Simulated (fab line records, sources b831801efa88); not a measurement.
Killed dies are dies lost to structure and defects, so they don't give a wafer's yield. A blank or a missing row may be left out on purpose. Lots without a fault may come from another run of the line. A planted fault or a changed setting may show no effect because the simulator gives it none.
fab line records | flow sky130
record lots=6 wafers=18 last_day=51
route steps=708 shown VIA1@462 PAD_OPEN@708
lots that met no fault: from a run of the same line without faults
start_h: hours from the record's first day to the start of the lot's first wafer shown | wait_h: hours since the lot's step before | " the same as in the row above | L1.1+2: a row that stands for several wafers | - no value, or no start given | * or withheld: withheld | < > ~ a bound
route shown NAME@n: a module of which the file shows steps, and the number in the route of the first | usual: mean/standard deviation of fault-free wafers | same: alike in all rows | chamber/n: place in a boat | sites: the reading at each site | _std_site: their standard deviation | _edge_site: outer sites' mean less inner sites' | radius_mm: how far each site lies from the wafer's centre | mask NAME#n: copy n | behind: the tool/chamber that last shaped the wafer | hold: why the lot was held/for how many hours/how that ended | device: the transistor (n, p or np) that didn't switch | end of line: the same wafers' tests at the end of the route | a step without rows: its recipe alone | killed: dies lost to structure and defects at the first sort, not the wafer's yield | map: a wafer's dies, x killed, . not, _ none there
set.NAME: the setting as run; set.NAME@STEP: as run at that earlier step | model.NAME: the simulator's own value behind a step, which no gauge read
lots at some steps of the route; a table a step, a row a wafer
services: from which hour (start_h, from the record's first day; less than 0 if before it) a tool's chamber was out of use, for how many hours, and why
## steps
# step SKY_VIA1_DEHYDRATE_04
# recipe temp_c=200 time_s=60
# step SKY_VIA1_HMDS_05
# recipe prime_time_s=60 prime_temp_c=120
# step SKY_VIA1_COAT_06
# recipe resist=BARC temp_c=withheld time_s=withheld spin_rpm=3000 resist_thk_nm=60
# step SKY_VIA1_COAT_07
# recipe resist=KrF-thick spin_rpm=3000 resist_thk_nm=450
# step SKY_VIA1_SOFTBAKE_08
# recipe temp_c=100 time_s=91.46 resist=KrF-thick
# usual plate_sensor_t_centre_C=100.88/0.01 plate_sensor_t_edge_C=100.96/0.0096
# columns lot.wafer tool chamber start_h wait_h plate_sensor_t_centre_C plate_sensor_t_edge_C
L321.4 litho_track-03 0 - - 100.89 100.95
L321.5 " 0 " " 100.86 100.95
L321.6 " 0 " " 100.89 100.97
L322.1 litho_track-04 0 - - 100.89 100.96
L322.2 " 0 " " 100.88 100.95
L322.4 " 0 " " 100.88 100.96
L334.3 litho_track-03 0 - - 100.88 100.96
L334.4 " 0 " " 100.89 100.95
L334.5 " 0 " " 100.90 100.95
L337.3 litho_track-02 0 - - 100.89 100.97
L337.4 " 0 " " 100.89 100.96
L337.5 " 0 " " 100.89 100.96
L338.3 litho_track-02 0 - - 100.88 100.95
L338.4 " 0 " " 100.90 100.96
L338.6 " 0 " " 100.87 100.94
L339.1 litho_track-02 0 - - 100.88 100.96
L339.4 " 0 " " 100.88 100.95
L339.6 " 0 " " 100.88 100.96
# step SKY_VIA1_EXPOSE_09
# recipe mask_id=VIM na=0.8 source_shape=annular sigma_inner=0.55 sigma_outer=0.85 target_cd_nm=150 dose_mj=38
# step SKY_VIA1_PEB_10
# recipe peb_temp_c=withheld peb_time_s=withheld resist=KrF-thick
# step SKY_VIA1_DEVELOP_11
# recipe develop_time_s=60 resist=KrF-thick dev_temp_c=21
# step SKY_VIA1_CD_MEAS_12
# recipe target_cd_nm=150
# usual cd_nm=150.0/1.5
# columns lot.wafer tool chamber start_h wait_h cd_nm
L321.4 cd_sem-02 - 831.65 - 147.8
L321.5 " - " " 149.5
L321.6 " - " " 149.8
L322.1 cd_sem-01 - 852.72 - 151.6
L322.2 " - " " 151.3
L322.4 " - " " 150.9
L334.3 cd_sem-01 - 922.30 - 150.1
L334.4 " - " " 149.6
L334.5 " - " " 149.7
L337.3 cd_sem-01 - 939.40 - 148.7
L337.4 " - " " 150.0
L337.5 " - " " 150.0
L338.3 cd_sem-01 - 951.23 - 150.7
L338.4 " - " " 150.4
L338.6 " - " " 150.4
L339.1 cd_sem-02 - 988.68 - 146.6
L339.4 " - " " 148.7
L339.6 " - " " 147.1
# step SKY_VIA1_OVL_MEAS_13
# usual VIA1_OVL=3/5
# columns lot.wafer tool chamber start_h wait_h VIA1_OVL[nm]
L321.4 overlay-01 - 831.72 0.1 -2
L321.5 " - " " 1
L321.6 " - " " -2
L322.1 overlay-02 - 852.84 0.1 2
L322.2 " - " " -3
L322.4 " - " " 7
L334.3 overlay-01 - 922.39 0.1 11
L334.4 " - " " 4
L334.5 " - " " 11
L337.3 overlay-01 - 939.49 0.1 5
L337.4 " - " " 1
L337.5 " - " " -2
L338.3 overlay-01 - 951.32 0.1 -2
L338.4 " - " " -3
L338.6 " - " " 1
L339.1 overlay-02 - 988.80 0.1 7
L339.4 " - " " 4
L339.6 " - " " -1
# step SKY_VIA1_ETCH_14
# recipe chemistry=N2/H2 target=BARC ion_energy_ev=200 source_w=500 bias_w=100 pressure_mtorr=30 n2_flow_sccm=100 h2_flow_sccm=200 stop_on=SiO2 time_s=45.9 target_depth_a=600
# usual drypump_motor_current_A=5.8/0.44 oes_product_au=0.856/0.0044 throttle_valve_pct=13.224/0.0098
# columns lot.wafer tool chamber start_h wait_h drypump_motor_current_A oes_product_au rf_hours_counter_h throttle_valve_pct
L321.4 rie_diel-01 1 831.74 0.0 5.6 0.863 6 13.232
L321.5 " 2 " " 5.9 0.852 - 13.224
L321.6 " 3 " " 5.0 0.857 - 13.235
L322.1 rie_diel-02 3 852.88 0.0 5.2 0.862 7 13.223
L322.2 " 0 " " 5.9 0.852 3 13.203
L322.4 " 1 " " 5.3 0.858 17 13.237
L334.3 rie_diel-01 3 922.41 0.0 5.0 0.848 4 13.244
L334.4 " 0 " " 5.8 0.860 7 13.221
L334.5 " 0 " " 5.8 0.855 - 13.223
L337.3 rie_diel-01 1 939.51 0.0 5.6 0.861 9 13.235
L337.4 " 0 " " 5.8 0.863 - 13.222
L337.5 " 1 " " 5.6 0.849 - 13.220
L338.3 rie_diel-02 0 951.34 0.0 5.8 0.855 6 13.214
L338.4 " 3 " " 5.2 0.855 9 13.215
L338.6 " 2 " " 6.2 0.857 - 13.227
L339.1 rie_diel-04 0 988.83 0.0 5.7 0.851 10 13.225
L339.4 " 1 " " 6.6 0.850 13 13.225
L339.6 " 0 " " 5.7 0.850 - 13.215
# step SKY_VIA1_ETCH_15
# recipe target=SiO2 chemistry=C4F8/O2/Ar target_depth_nm=351 stop_on=TiN mask_material=KrF-thick source_w=1500 bias_w=1200 pressure_mtorr=40 c4f8_flow_sccm=withheld O2_flow_sccm=6 Ar_flow_sccm=300 time_s=54
# usual oes_product_au=0.979/0.0059
# columns lot.wafer tool chamber start_h wait_h oes_product_au rf_hours_counter_h
L321.4 rie_diel-01 1 831.78 0.0 0.973 6
L321.5 " 2 " " 0.972 -
L321.6 " 3 " " 0.974 -
L322.1 rie_diel-02 3 852.92 0.0 0.988 7
L322.2 " 0 " " 0.987 3
L322.4 " 1 " " 0.986 17
L334.3 rie_diel-01 3 922.45 0.0 0.983 4
L334.4 " 0 " " 0.987 7
L334.5 " 0 " " 0.979 -
L337.3 rie_diel-01 1 939.55 0.0 0.977 9
L337.4 " 0 " " 0.971 -
L337.5 " 1 " " 0.983 -
L338.3 rie_diel-02 0 951.38 0.0 0.968 6
L338.4 " 3 " " 0.982 9
L338.6 " 2 " " 0.976 -
L339.1 rie_diel-04 0 988.87 0.0 0.975 10
L339.4 " 1 " " 0.982 13
L339.6 " 0 " " 0.982 -
# step SKY_VIA1_STRIP_16
# recipe chemistry=O2/N2 power_w=1400 pressure_mtorr=1500 platen_temp_c=withheld o2_flow_sccm=3000 n2_flow_sccm=300 overash_fraction=0.5
# usual drypump_motor_current_A=5.9/0.35 o2_flow_sccm=2998/9.7 oes_product_au=0.417/0.0048 strip_time_to_endpoint_s=4.469/0.022
# columns lot.wafer tool chamber start_h wait_h drypump_motor_current_A o2_flow_sccm oes_product_au rf_hours_counter_h strip_time_to_endpoint_s
L321.4 plasma_asher-02 1 831.86 0.1 6.2 3015 0.417 - 4.484
L321.5 " 0 " " 6.1 2995 0.420 - 4.491
L321.6 " 1 " " 6.2 3009 0.411 - 4.504
L322.1 plasma_asher-01 0 852.97 0.0 5.5 2989 0.413 44 4.465
L322.2 " 1 " " 6.2 3008 0.420 44 4.518
L322.4 " 0 " " 5.5 2984 0.424 - 4.498
L334.3 plasma_asher-02 0 922.53 0.1 6.1 3620 0.412 - 4.421
L334.4 " 1 " " 6.2 3602 0.416 - 4.396
L334.5 " 1 " " 6.2 3596 0.406 - 4.394
L337.3 plasma_asher-02 0 939.63 0.1 6.1 3600 0.422 - 4.440
L337.4 " 1 " " 6.2 3584 0.414 - 4.439
L337.5 " 0 " " 6.1 3602 0.412 - 4.414
L338.3 plasma_asher-04 1 951.46 0.1 5.3 3010 0.412 - 4.467
L338.4 " 0 " " 5.9 3022 0.418 - 4.443
L338.6 " 1 " " 5.3 2999 0.412 - 4.438
L339.1 plasma_asher-04 1 988.92 0.0 5.3 2996 0.414 21 4.478
L339.4 " 0 " " 5.9 2993 0.412 - 4.474
L339.6 " 0 " " 5.9 2994 0.423 - 4.437
# step SKY_VIA1_STRIP_17
# recipe chemistry=post_etch_residue_remover time_s=1200 temp_c=72.5
# step SKY_PAD_OPEN_PROBE_99
# usual defect_limited_yield=82.2/2 killed_at_M0_to_M3=43/6.4 killed_at_M4_up=3.2/1.8 killed_at_contacts=25/5.8 killed_at_front_end=16/4.1 killed_at_other=0.2/0.47 killed_dies=88/9.9 killed_open=47/7.3 killed_short=40/7.1 sort_bin_3_pad_short=0.9/0.41 sort_bin_5_function=10.6/1.6 sort_bin_6_memory=6.3/1.2 sort_n_pass=404/9.9 sort_yield_pct=82.2/2
# same gross_dies=492 killed_at_back_side=0 sort_bin_4_leakage[%]=0 sort_bin_8_speed[%]=0
# columns lot.wafer tool chamber start_h wait_h defect_limited_yield[%] killed_at_M0_to_M3 killed_at_M4_up killed_at_contacts killed_at_front_end killed_at_other killed_dies killed_open killed_short sort_bin_3_pad_short[%] sort_bin_5_function[%] sort_bin_6_memory[%] sort_n_pass sort_yield_pct[%]
L321.4 prober-02 - 1100.82 0.2 82.9 29 6 24 25 0 84 40 43 0.6 11.8 4.7 408 82.9
L321.5 prober-02 - 1100.87 0.2 84.6 44 3 21 8 0 76 31 45 1.0 10.0 4.5 416 84.6
L321.6 prober-02 - 1100.92 0.2 83.9 37 4 24 14 0 79 45 34 0 10.0 6.1 413 83.9
L322.1 prober-01 - 1127.18 0.1 82.7 38 4 28 15 0 85 50 35 1.2 8.9 7.1 407 82.7
L322.2 prober-01 - 1127.23 0.1 80.5 57 2 25 12 0 96 47 49 1.0 11.4 7.1 396 80.5
L322.4 prober-01 - 1127.33 0.2 81.9 44 2 34 9 0 89 47 42 0.8 11.0 6.3 403 81.9
L334.3 prober-01 - 1174.68 0.2 79.7 48 3 34 15 0 100 61 39 0.6 13.8 5.9 392 79.7
L334.4 prober-01 - 1174.73 0.2 80.3 57 3 24 13 0 97 51 46 1.0 9.8 8.9 395 80.3
L334.5 prober-01 - 1174.78 0.2 83.3 41 3 22 15 1 82 38 43 1.2 10.6 4.9 410 83.3
L337.3 prober-02 - 1188.16 0.2 80.3 44 4 33 16 0 97 61 36 1.4 11.8 6.5 395 80.3
L337.4 prober-02 - 1188.21 0.2 84.3 44 1 18 14 0 77 49 28 0.8 10.2 4.7 415 84.3
L337.5 prober-02 - 1188.26 0.2 82.7 45 2 22 14 2 85 54 31 0.8 11.6 4.9 407 82.7
L338.3 prober-01 - 1191.32 0.2 84.1 39 3 26 10 0 78 45 33 0.6 10.0 5.3 414 84.1
L338.4 prober-01 - 1191.37 0.2 81.9 44 4 31 10 0 89 59 30 1.0 10.2 6.9 403 81.9
L338.6 prober-01 - 1191.47 0.2 80.1 47 4 31 16 0 98 53 45 0.4 13.6 5.9 394 80.1
L339.1 prober-02 - 1214.47 0.1 79.5 54 8 25 14 0 101 55 46 1.0 11.8 7.7 391 79.5
L339.4 prober-02 - 1214.62 0.2 80.3 47 6 32 12 0 97 48 49 1.0 12.0 6.7 395 80.3
L339.6 prober-02 - 1214.72 0.2 81.5 43 4 25 19 0 91 39 52 1.6 9.8 7.1 401 81.5
# killed by level:class
L321.4 CONTACT:geometric_particle:short=7 CONTACT:geometric_particle:open=7 POLY_GATE:geometric_particle:short=5 POLY_GATE:geometric_particle:open=5 LI_CONTACT:geometric_particle:open=5 METAL2:geometric_particle:short=5 FIELD_ISO:geometric_particle:short=4 METAL3:geometric_particle:short=4
L321.5 VIA1:geometric_particle:open=13 LOCAL_INTERCONNECT:geometric_particle:short=7 CONTACT:geometric_particle:open=7 VIA3:geometric_particle:short=6 METAL1:geometric_particle:short=5 VIA1:geometric_particle:short=4 METAL4:geometric_particle:short=3 CONTACT:geometric_particle:short=3
L321.6 CONTACT:geometric_particle:open=10 VIA1:geometric_particle:open=9 CONTACT:geometric_particle:short=7 METAL1:geometric_particle:short=6 VIA2:geometric_particle:open=6 LI_CONTACT:geometric_particle:open=5 VIA1:geometric_particle:short=5 VIA3:geometric_particle:open=5
L322.1 VIA1:geometric_particle:open=10 LI_CONTACT:geometric_particle:open=8 CONTACT:geometric_particle:open=8 CONTACT:geometric_particle:short=6 POLY_GATE:geometric_particle:open=5 METAL1:geometric_particle:short=4 METAL2:geometric_particle:short=4 VIA2:geometric_particle:open=4
L322.2 VIA1:geometric_particle:open=9 VIA1:geometric_particle:short=9 LI_CONTACT:geometric_particle:open=8 CONTACT:geometric_particle:open=6 VIA2:geometric_particle:open=6 VIA3:geometric_particle:open=6 VIA3:geometric_particle:short=5 LOCAL_INTERCONNECT:geometric_particle:short=5
L322.4 CONTACT:geometric_particle:open=12 VIA1:geometric_particle:open=11 LOCAL_INTERCONNECT:geometric_particle:short=9 METAL2:geometric_particle:short=8 LI_CONTACT:geometric_particle:open=7 VIA2:geometric_particle:open=6 CONTACT:geometric_particle:short=4 VIA1:geometric_particle:short=4
L334.3 VIA2:geometric_particle:open=11 CONTACT:geometric_particle:open=11 LI_CONTACT:geometric_particle:open=10 VIA1:geometric_particle:open=9 LOCAL_INTERCONNECT:geometric_particle:short=7 METAL1:geometric_particle:short=7 POLY_GATE:geometric_particle:open=5 METAL2:geometric_particle:short=5
L334.4 CONTACT:geometric_particle:open=13 METAL2:geometric_particle:short=10 VIA1:geometric_particle:open=9 VIA3:geometric_particle:open=7 LI_CONTACT:geometric_particle:open=6 METAL1:geometric_particle:short=6 VIA1:geometric_particle:short=6 VIA2:geometric_particle:open=6
L334.5 VIA1:geometric_particle:short=9 LI_CONTACT:geometric_particle:open=7 CONTACT:geometric_particle:open=7 VIA1:geometric_particle:open=6 FIELD_ISO:geometric_particle:short=5 FIELD_ISO:geometric_particle:open=5 VIA2:geometric_particle:short=5 VIA3:geometric_particle:open=5
L337.3 CONTACT:geometric_particle:open=17 VIA1:geometric_particle:open=16 VIA3:geometric_particle:open=7 METAL1:geometric_particle:short=6 FIELD_ISO:geometric_particle:short=4 CONTACT:geometric_particle:short=4 LOCAL_INTERCONNECT:geometric_particle:open=4 VIA2:geometric_particle:short=4
L337.4 VIA1:geometric_particle:open=13 CONTACT:geometric_particle:open=12 VIA3:geometric_particle:open=8 METAL2:geometric_particle:short=6 METAL1:geometric_particle:short=5 POLY_GATE:geometric_particle:open=4 VIA2:geometric_particle:open=4 VIA1:geometric_particle:short=4
L337.5 VIA1:geometric_particle:open=12 LI_CONTACT:geometric_particle:open=8 VIA2:geometric_particle:open=8 CONTACT:geometric_particle:open=7 VIA3:geometric_particle:open=5 FIELD_ISO:geometric_particle:open=4 FIELD_ISO:geometric_particle:short=4 VIA1:geometric_particle:short=4
L338.3 LI_CONTACT:geometric_particle:open=11 CONTACT:geometric_particle:open=9 METAL1:geometric_particle:short=6 METAL2:geometric_particle:short=6 VIA3:geometric_particle:open=6 VIA1:geometric_particle:open=5 VIA2:geometric_particle:open=5 VIA1:geometric_particle:short=4
L338.4 CONTACT:geometric_particle:open=15 VIA2:geometric_particle:open=12 LI_CONTACT:geometric_particle:open=8 VIA3:geometric_particle:open=7 VIA1:geometric_particle:open=6 LOCAL_INTERCONNECT:geometric_particle:short=4 METAL1:geometric_particle:short=4 METAL2:geometric_particle:short=4
L338.6 VIA2:geometric_particle:open=12 LOCAL_INTERCONNECT:geometric_particle:short=9 CONTACT:geometric_particle:open=9 LI_CONTACT:geometric_particle:open=7 VIA1:geometric_particle:open=7 VIA1:geometric_particle:short=6 METAL3:geometric_particle:short=6 VIA3:geometric_particle:open=5
L339.1 VIA1:geometric_particle:open=14 CONTACT:geometric_particle:open=9 CONTACT:geometric_particle:short=6 METAL1:geometric_particle:short=6 VIA2:geometric_particle:open=6 VIA3:geometric_particle:open=5 VIA1:geometric_particle:short=5 VIA3:geometric_particle:short=5
L339.4 VIA1:geometric_particle:open=10 LI_CONTACT:geometric_particle:open=9 VIA2:geometric_particle:open=7 CONTACT:geometric_particle:open=7 CONTACT:geometric_particle:short=7 VIA1:geometric_particle:short=7 VIA3:geometric_particle:open=7 LI_CONTACT:geometric_particle:short=6
L339.6 VIA1:geometric_particle:open=11 VIA1:geometric_particle:short=9 LI_CONTACT:geometric_particle:open=9 METAL1:geometric_particle:short=8 FIELD_ISO:geometric_particle:short=7 POLY_GATE:geometric_particle:short=6 LOCAL_INTERCONNECT:geometric_particle:short=5 CONTACT:geometric_particle:open=5
## services
# columns tool chamber start_h hours kind
rie_diel-01 1 794.66 5.6 repair
rie_diel-02 2 807.74 - clean
rie_diel-02 2 807.74 15.3 scheduled_down
rie_diel-02 2 807.74 15.3 vent_cycle
rie_diel-01 - 817.10 0.4 repair
plasma_asher-04 - 817.53 14.6 pm
rie_diel-04 3 823.03 96.4 repair
rie_diel-02 2 824.66 8.4 repair
rie_diel-02 1 835.83 3.8 repair
plasma_asher-04 - 838.07 0.9 repair
rie_diel-04 0 838.71 7.5 repair
rie_diel-02 - 866.65 0.2 repair
rie_diel-04 0 879.57 16.1 repair
rie_diel-02 3 881.20 18.1 repair
rie_diel-01 0 884.11 4.0 repair
rie_diel-02 - 884.86 0.1 repair
plasma_asher-04 - 900.02 9.3 repair
plasma_asher-02 - 906.54 1.3 repair
rie_diel-01 3 909.17 4.0 repair
rie_diel-01 1 909.17 10.2 repair
rie_diel-01 2 928.47 21.4 repair
plasma_asher-01 - 948.41 1.1 repair
rie_diel-04 2 952.52 10.6 repair
rie_diel-01 0 956.22 1.7 repair
## key
first_sign step=SKY_VIA1_STRIP_16 reading=o2_flow_sccm direction=up sigmas=62 usual=2998 struck=3600
effect step=SKY_VIA1_STRIP_16 reading=strip_time_to_endpoint_s direction=down sigmas=2.3 usual=* struck=*
met_at SKY_VIA1_STRIP_16
struck_wafers L334.3,L334.4,L334.5,L337.3,L337.4,L337.5
onset_between 831.86 922.53
fault kind=process_parameter_drift tool=plasma_asher-02 chamber=- onset_h=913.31 steps=SKY_VIA1_STRIP_16 channel=o2_flow_sccm offset=600 shape=step end_h=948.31 acts_in=these_recipes_only stated=3000
